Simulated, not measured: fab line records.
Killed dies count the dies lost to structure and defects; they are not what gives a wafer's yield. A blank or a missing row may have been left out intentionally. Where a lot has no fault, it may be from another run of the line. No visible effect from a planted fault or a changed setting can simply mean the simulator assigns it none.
Struck lot and sound lot, side by side -- flow sky130 -- 15 steps out of a route of 708
Sound: wafers L785.1, L785.2, L785.5. Wafers struck: L793.1, L793.3, L793.6. The cause comes at the end.
Each step with rows lists, per side, the tool, then ch with its chambers, then its first start. Under that, the readings that differ: sound wafers -- struck wafers -- difference of the means -- sigmas: that difference in standard deviations of wafers without a fault.
alike: a reading whose means differ by less than 2 such deviations, as well as words and numbers matching on both sides. not compared: withheld readings; readings where some wafer has no value; bounds like >300 that might hide an equal value; numbers whose values overlap and for which the record gives no deviation.
A row with sigmas, a row that says differs or no value, or rows on one side alone: a step with any of these is where the two part. Numbers that don't overlap but have no deviation are shown without sigmas and don't part them. A reading missing from all wafers of one side parts the sides only when that side holds two or more wafers.

first, 3 steps without rows for these wafers: SKY_PASSIVATION_EXPOSE_08 (exposes mask NSM, target cd 3000 nm); SKY_PASSIVATION_PEB_09; SKY_PASSIVATION_DEVELOP_10 (develop time 60 s).
SKY_PASSIVATION_ETCH_11: etches the open film in CF4/O2, stops on AlCu, target depth 725 nm, time 161.1 s.
  sound on rie diel-03 ch 0,2,3, day 44 15:49; struck on rie diel-04 ch 1,2,3, day 47 03:04
  alike: drypump motor current A, oes product au, throttle valve pct
  not compared: rf hours counter h
SKY_PASSIVATION_STRIP_12: strips in O2/N2.
  sound on plasma asher-04 ch 0,1, day 44 15:55; struck on plasma asher-02 ch 0,1, day 47 03:10
reading,sound,struck,difference,sigmas
drypump motor current A (A),6.0 5.6 5.6,6.4 6.4 6.6,+0.7,+2
strip time to endpoint s (s),31.91 31.87 31.74,31.37 31.36 31.52,-0.42,-3
  alike: o2 flow sccm, oes product au
  not compared: rf hours counter h
then, 7 steps without rows for these wafers: SKY_PAD_OPEN_DEHYDRATE_00 (time 60 s); SKY_PAD_OPEN_HMDS_01 (prime time 60 s); SKY_PAD_OPEN_COAT_02 (resist thk 3000 nm); SKY_PAD_OPEN_SOFTBAKE_03; SKY_PAD_OPEN_EXPOSE_04 (exposes mask PDM, target cd 60000 nm); SKY_PAD_OPEN_PEB_05; SKY_PAD_OPEN_DEVELOP_06 (develop time 60 s).
SKY_PAD_OPEN_ETCH_07: etches the open film in CF4/O2, stops on AlCu, target depth 725 nm, time 161.1 s.
  sound on rie diel-01 ch 0,3, day 45 13:29; struck on rie diel-01 ch 0,1,2, day 47 22:50
reading,sound,struck,difference,sigmas
oes product au (a.u.),0.973 0.980 0.977,0.907 0.912 0.910,-0.067,-9
throttle valve pct (%),5.978 5.959 5.964,5.936 5.926 5.941,-0.033,-4
model.etch.depth nm (nm),705 705.7 711.8,622.8 619.4 616.5,-87.9,
model.PAD_OPEN.feature depth nm (nm),705 705.7 711.8,622.8 619.4 616.5,-87.9,
  alike: drypump motor current A
  not compared: rf hours counter h
SKY_PAD_OPEN_STRIP_08: strips in O2/N2.
  sound on plasma asher-02 ch 0,1, day 45 13:35; struck on plasma asher-04 ch 0,1, day 47 22:56
  alike: drypump motor current A, o2 flow sccm, oes product au, strip time to endpoint s
  not compared: rf hours counter h
SKY_PAD_OPEN_PROBE_99:
  sound on prober-01 at day 45 15:49; struck on prober-02 at day 48 01:12
reading,sound,struck,difference,sigmas
model.etest.tester.sort n pass,413 397 405,127 59 0,-343,
model.etest.tester.sort yield pct (%),83.94 80.69 82.32,25.81 11.99 0,-69.72,
model.etest.tester.sort_bin_5_pct (%),9.553 11.99 10.57,66.06 81.3 91.87,+69.04,
model.etest.sonos erased.open,0 0 0,1 1 1,+1,
model.etest.cap mim.open,0 0 0,1 1 1,+1,
model.etest.diode pdiff fingers.under floor,0 0 0,1 1 1,+1,
model.etest.via1 chain.open,0 0 0,1 1 1,+1,
model.etest.met2.open,0 0 0,1 1 1,+1,
  alike: defect limited yield, killed_at_M0_to_M3, killed_at_M4_up, killed at contacts, killed at front end, killed at other, killed dies, killed open, killed short

## WHERE THEY PART
Earliest at SKY_PASSIVATION_STRIP_12; latest, in this record, at SKY_PAD_OPEN_ETCH_07. Later steps at which nothing parts them and some readings are alike: SKY_PAD_OPEN_STRIP_08, SKY_PAD_OPEN_PROBE_99.

WHY: what had been put in by the simulator
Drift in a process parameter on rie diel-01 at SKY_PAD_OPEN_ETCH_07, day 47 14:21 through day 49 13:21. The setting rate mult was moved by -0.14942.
